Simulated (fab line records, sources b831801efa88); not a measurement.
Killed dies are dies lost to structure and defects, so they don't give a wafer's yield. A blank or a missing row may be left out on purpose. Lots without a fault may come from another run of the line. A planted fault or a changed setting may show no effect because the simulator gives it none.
A struck lot beside a sound one | flow sky130 | 15 steps out of a route of 708
Sound: wafers L761.2, L761.3, L761.5. Struck: wafer L766.2. (L766.3, L766.6 of the same lot were not struck and are left out.) The cause comes at the end.
At each step with rows: each side's tool, then ch and its chambers, then its first start. Under that, the readings that differ: sound wafers | struck wafers | difference of the means | sigmas: that difference in standard deviations of wafers without a fault.
alike: readings whose means differ by less than 2 such deviations, and words and numbers that are the same on both sides. not compared: withheld readings, readings that some wafer has no value for, bounds like >300 that may hide the same value, and numbers for which the record gives no deviation and whose values overlap.
The two part at a step that has a row with sigmas, a row that says differs or no value, or rows on one side only. Numbers that don't overlap but have no deviation are shown without sigmas and don't part them. A reading that every wafer of one side lacks parts them only if that side has two wafers or more.

SKY_VIA2_OVL_MEAS_13:
  sound on overlay-01, day 38 05:30; struck on overlay-02, day 39 13:30
  alike: VIA2_OVL
SKY_VIA2_ETCH_14: etches BARC in N2/H2, stops on SiO2, time 45.9 s, target depth 60 nm.
  sound on rie_diel-01 ch 1,2, day 38 05:32; struck on rie_diel-03 ch 0, day 39 13:32
  reading                | sound                | struck | difference | sigmas
  n2_flow_sccm (sccm)    | 99.53 99.89 99.90    | 100.39 | +0.62      | +2
  throttle_valve_pct (%) | 13.221 13.216 13.213 | 13.239 | +0.022     | +2
  alike: drypump_motor_current_A, oes_product_au
  not compared: rf_hours_counter_h
SKY_VIA2_ETCH_15: etches SiO2 in C4F8/O2/Ar, stops on TiN, target depth 546 nm, time 84 s.
  sound on rie_diel-01 ch 1,2, day 38 05:34; struck on rie_diel-03 ch 0, day 39 13:34
  alike: oes_product_au
  not compared: rf_hours_counter_h
SKY_VIA2_STRIP_16: strips in O2/N2.
  sound on plasma_asher-02 ch 0,1, day 38 05:38; struck on plasma_asher-03 ch 1, day 39 13:38
  alike: drypump_motor_current_A, n2_flow_sccm, oes_product_au, strip_time_to_endpoint_s
  not compared: rf_hours_counter_h
then, 5 steps without rows for these wafers: SKY_VIA2_STRIP_17 (strips in post etch residue remover, time 1200 s); SKY_VIA2_CLEAN_18 (cleans in IPA, time 180 s); SKY_VIA2_CLEAN_19 (cleans in O3/DIW); SKY_VIA2_SPUTTER_20 (material TiN, target thk 20 nm, time 80 s); SKY_VIA2_CVD_21 (deposits W, target thk 420 nm, time 126.4 s).
SKY_VIA2_RS_MEAS_22: measures by four-point-probe.
  sound on film_metro-01, day 38 06:26; struck on film_metro-02, day 39 14:26
  alike: VIA2_W_RS
SKY_VIA2_THK_MEAS_23: measures by xrf.
  sound on film_metro-01, day 38 06:33; struck on film_metro-02, day 39 14:33
  alike: VIA2_W_THK
SKY_VIA2_CMP_24: polishes, stops on SiO2, t overpolish 20 s, target thk 0 nm.
  sound on cmp-02 ch 0,1,2, day 38 06:39; struck on cmp-01 ch 3, day 39 14:39
  reading            | sound             | struck | difference | sigmas
  slurry_flow_ml_min | 151.3 150.3 150.8 | 149.8  | -1.0       | -2
  alike: motor_current_A, overpolish_run_s, time_to_endpoint_s
SKY_METAL3_SPUTTER_00: material Ti, target thk 15 nm, time 10 s.
  sound on pvd_sputter-04, day 38 06:54; struck on pvd_sputter-04, day 39 14:54
  reading                                   | sound                | struck | difference | sigmas
  cathode_dc_power_W (W)                    | 3000.3 3000.0 2999.5 | 2513.6 | -486.3     | -99 or more
  model.Ti_of_METAL3_SPUTTER_00.thk_nm (nm) | 15.11 14.79 15.29    | 12.53  | -2.53      |
  alike: throttle_valve_pct
SKY_METAL3_SPUTTER_01: material TiN, target thk 20 nm, time 16.7 s.
  sound on pvd_sputter-04, day 38 06:55; struck on pvd_sputter-04, day 39 14:55
  alike: cathode_dc_power_W, throttle_valve_pct
-- the record jumps here: 9 days lie between the struck wafers' starts before and after (it left off in module METAL3 and takes up again in module PAD_OPEN, whose first step shown is number 708 of the route) --
SKY_PAD_OPEN_PROBE_99:
  the record has rows for the struck wafers here (prober-02, day 48 10:36) and none for the sound ones

WHERE THEY PART
First at SKY_VIA2_ETCH_14; last, within this record, at SKY_PAD_OPEN_PROBE_99.

WHY: what the simulator had put in
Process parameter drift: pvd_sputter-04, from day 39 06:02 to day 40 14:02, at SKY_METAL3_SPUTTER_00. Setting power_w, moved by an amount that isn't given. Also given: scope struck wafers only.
